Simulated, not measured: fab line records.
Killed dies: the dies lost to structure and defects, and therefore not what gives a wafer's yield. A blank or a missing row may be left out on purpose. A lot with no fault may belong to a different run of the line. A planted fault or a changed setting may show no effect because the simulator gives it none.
Which tool was responsible? ; flow gf180mcu ; 12 lots, 36 wafers sampled, at 6 steps of a route of 602

WHAT THE GAUGES SHOWED, per wafer
GF_STI_THK_MEAS_04. Usual: STI_CVD_03_THK gives 207.1 nm (standard deviation 1.8).
lot;measured;on;STI_CVD_03_THK (nm);flag
L632;day 1 14:34;filmMetro-01;207.8 208.2 205.6;
L633;day 1 20:10;filmMetro-01;207.8 206.6 207.1;
L634;day 1 23:59;filmMetro-02;209.2 207.1 206.4;
L635;day 2 06:53;filmMetro-04;206.0 208.3 207.7;
L636;day 2 09:51;filmMetro-01;205.2 206.5 207.1;
L637;day 2 14:35;filmMetro-04;206.1 208.0 207.8;
L638;day 2 21:29;filmMetro-04;204.6 205.8 204.8;
L644;day 4 01:43;filmMetro-01;218.9 218.1 219.2;OFF
L648;day 4 21:44;filmMetro-01;210.4 209.2 211.1;
L651;day 5 12:52;filmMetro-02;206.9 205.3 207.3;
L654;day 6 03:37;filmMetro-01;206.7 206.1 205.1;
L655;day 6 08:35;filmMetro-01;202.4 204.3 202.0;

GF_HV_LDD_OVL_MEAS_47. Usual: HV_LDD_03_OVL gives -0.6 nm (standard deviation 1.4).
lot;measured;on;HV_LDD_03_OVL (nm);flag
L632;day 12 09:10;overlay-01;1.3 0.4 -0.7;
L633;day 12 14:55;overlay-02;-1.9 -1.4 1.3;
L634;day 12 19:25;overlay-01;-0.9 -2.3 -1.1;
L635;day 13 08:46;overlay-02;0.3 0.7 2.1;
L636;day 13 18:07;overlay-01;-1.1 -1.0 -2.1;
L637;day 14 06:22;overlay-01;-3.0 -3.2 -2.8;
L638;day 14 10:28;overlay-01;-1.5 -0.2 -0.8;
L644;day 16 09:25;overlay-02;0.3 -0.7 0.9;
L648;day 17 18:19;overlay-01;-0.8 -0.4 -0.5;
L651;day 18 16:52;overlay-01;-0.3 -2.5 -2.7;
L654;day 19 16:06;overlay-01;-2.5 -2.7 -1.4;
L655;day 20 02:34;overlay-01;-0.7 3.4 0.5;

GF_HV_LDD_RS_MEAS_53: uses a four-point probe to measure. Usual: HV_LDD_RS gives 418.3 ohm/sq (standard deviation 0.84).
lot;measured;on;HV_LDD_RS (ohm/sq);flag
L632;day 12 09:38;filmMetro-02;418.7 418.8 419.2;
L633;day 12 15:23;filmMetro-03;417.2 418.6 416.8;
L634;day 12 19:52;filmMetro-03;417.2 417.4 417.7;
L635;day 13 09:13;filmMetro-03;418.1 419.3 417.6;
L636;day 13 18:35;filmMetro-03;418.2 418.3 418.6;
L637;day 14 06:53;filmMetro-03;419.9 419.6 419.4;
L638;day 14 10:56;filmMetro-02;419.1 420.1 419.1;
L644;day 16 09:56;filmMetro-02;418.5 418.6 418.7;
L648;day 17 18:47;filmMetro-03;417.0 418.5 417.8;
L651;day 18 17:23;filmMetro-02;418.8 418.6 418.2;
L654;day 19 16:36;filmMetro-02;421.0 420.0 418.2;
L655;day 20 03:05;filmMetro-03;419.6 418.4 419.4;

GF_HV_LDD_THK_MEAS_57. Usual: HV_LDD_CVD_56_THK gives 89.9 nm (standard deviation 0.78).
lot;measured;on;HV_LDD_CVD_56_THK (nm);flag
L632;day 12 12:16;filmMetro-04;89.4 89.0 88.4;
L633;day 12 18:01;filmMetro-04;91.2 91.1 91.6;
L634;day 12 22:30;filmMetro-02;91.2 91.0 90.5;
L635;day 13 13:16;filmMetro-02;89.3 90.0 88.9;
L636;day 13 21:13;filmMetro-03;90.0 90.1 89.0;
L637;day 14 09:29;filmMetro-02;89.9 90.1 89.7;
L638;day 14 13:34;filmMetro-03;88.5 88.9 89.5;
L644;day 16 12:32;filmMetro-02;89.5 89.5 89.2;
L648;day 17 21:25;filmMetro-02;90.0 89.4 89.1;
L651;day 18 19:59;filmMetro-04;90.8 90.3 90.2;
L654;day 19 19:14;filmMetro-02;89.7 90.2 90.0;
L655;day 20 05:41;filmMetro-03;89.5 88.9 90.2;

TOOL THAT RAN EACH LOT (tool first, then ch and the chambers of the sampled wafers, then the start)
lot;GF_STI_CVD_03;GF_STI_ETCH_13
L632;lpcvd-02 ch 1, day 1 11:34;rieDiel-03 ch 0,1, day 2 02:07
L633;lpcvd-01 ch 0, day 1 17:10;rieDiel-03 ch 0,1,3, day 2 07:31
L634;lpcvd-02 ch 1, day 1 21:59;rieDiel-01 ch 0,2,3, day 2 11:34
L635;lpcvd-02 ch 1, day 2 04:55;rieDiel-01 ch 0,1,2, day 2 18:53
L636;lpcvd-02 ch 0, day 2 07:52;rieDiel-02 ch 0,1, day 2 21:59
L637;lpcvd-01 ch 0, day 2 12:34;rieDiel-01 ch 0,1, day 3 03:23
L638;lpcvd-02 ch 1, day 2 19:29;rieDiel-03 ch 0,2,3, day 3 10:07
L644;lpcvd-01 ch 1, day 3 23:41;rieDiel-03 ch 0,1, day 4 15:23
L648;lpcvd-01 ch 0, day 4 19:45;rieDiel-01 ch 0,1,3, day 5 11:53
L651;lpcvd-02 ch 0, day 5 10:50;rieDiel-03 ch 0,1, day 6 03:02
L654;lpcvd-02 ch 0, day 6 01:37;rieDiel-03 ch 0,1,2, day 6 18:53
L655;lpcvd-02 ch 1, day 6 06:34;rieDiel-02 ch 1,2, day 6 23:29
- GF_STI_CVD_03: deposits Si3N4 from DCS/NH3, target thk 207.16 nm, time 3551 s.
- GF_STI_ETCH_13: etches the open film in CHF3/O2, stops on Si, target depth 282.31 nm, time 112.9 s.

AS READ BY THE TOOLS THEMSELVES (means over the sampled wafers that have a number; for cases with no such wafer, the mark the record gives instead)
GF_STI_CVD_03. Usual: for pressureMtorr, 249.9 mTorr with a standard deviation of 0.54; for spikeTcCentreC, 770.4 C with a standard deviation of 1.1; for spikeTcLowerC, 770.9 C with a standard deviation of 1.5; for spikeTcUpperC, 769.7 C with a standard deviation of 1.1; for zonePowerCentrePct, 14.1 % with a standard deviation of 1.8; for zonePowerLowerPct, 11.6 % with a standard deviation of 0.59; for zonePowerUpperPct, 12.9 % with a standard deviation of 0.68.
lot;tool;pressureMtorr (mTorr);spikeTcCentreC (C);spikeTcLowerC (C);spikeTcUpperC (C);zonePowerCentrePct (%);zonePowerLowerPct (%);zonePowerUpperPct (%);flag
L632;lpcvd-02;249.5;770.5;768.9;769.4;16.7;12.2;14.0;
L633;lpcvd-01;249.5;769.3;772.0;769.3;12.6;11.0;12.4;
L634;lpcvd-02;250.7;771.3;769.4;770.8;16.8;12.3;13.9;
L635;lpcvd-02;248.9;771.2;769.0;770.3;16.8;12.3;13.9;
L636;lpcvd-02;249.9;770.2;771.3;771.2;14.1;11.5;12.5;
L637;lpcvd-01;249.6;770.1;772.8;769.9;12.5;11.0;12.4;
L638;lpcvd-02;250.3;771.0;769.2;770.0;17.0;12.3;14.0;
L644;lpcvd-01;300.7;769.1;771.0;770.3;12.3;12.6;13.6;OFF
L648;lpcvd-01;250.0;770.8;772.0;769.4;12.7;10.9;12.4;
L651;lpcvd-02;250.0;770.7;770.0;769.3;14.3;11.5;12.5;
L654;lpcvd-02;249.2;771.6;771.4;770.9;14.2;11.4;12.6;
L655;lpcvd-02;250.4;771.1;769.3;769.0;16.8;12.3;13.9;

GF_STI_ETCH_13. Usual: drypumpMotorCurrentA 5.8 A, standard deviation 0.44; oesProductAu 0.833 a.u., standard deviation 0.0057; throttleValvePct 8.809 %, standard deviation 0.0094.
lot;tool;drypumpMotorCurrentA (A);oesProductAu (a.u.);throttleValvePct (%);flag
L632;rieDiel-03;5.4;0.836;8.816;
L633;rieDiel-03;5.3;0.836;8.802;
L634;rieDiel-01;6.1;0.832;8.804;
L635;rieDiel-01;6.1;0.839;8.811;
L636;rieDiel-02;5.6;0.832;8.811;
L637;rieDiel-01;6.0;0.829;8.822;
L638;rieDiel-03;5.6;0.831;8.805;
L644;rieDiel-03;5.5;0.859;8.817;OFF
L648;rieDiel-01;6.0;0.838;8.809;
L651;rieDiel-03;5.5;0.836;8.805;
L654;rieDiel-03;5.7;0.825;8.807;
L655;rieDiel-02;5.9;0.828;8.801;

THE ANSWER, worked out from the rows above alone
Rule: a lot counts as off when the mean over its wafers that have a number is more than 3 standard deviations away from the usual mean. Also off: a lot with no number at a reading for which 4 or more lots have one. Where the step has rows for the other lots, those lots are counted as sound. Order of review: gauges by route order, followed by the tools' own readings, for which a lot's mean as printed above is used. At the first step where some lot is off, the reading lying furthest off is the one used; lots without a number count as furthest.
Off: L644, at GF_STI_THK_MEAS_04 (STI_CVD_03_THK).
A tool fits if, at a process step before that reading, it ran every lot that is off, and no sound lot after the first of them. Not tried: the gauges at GF_STI_THK_MEAS_04; whatever is off there is also off at GF_STI_CVD_03, on other tools, and gauge error can't account for it. None of those tried fits.

WHAT THE SIMULATOR PUT IN
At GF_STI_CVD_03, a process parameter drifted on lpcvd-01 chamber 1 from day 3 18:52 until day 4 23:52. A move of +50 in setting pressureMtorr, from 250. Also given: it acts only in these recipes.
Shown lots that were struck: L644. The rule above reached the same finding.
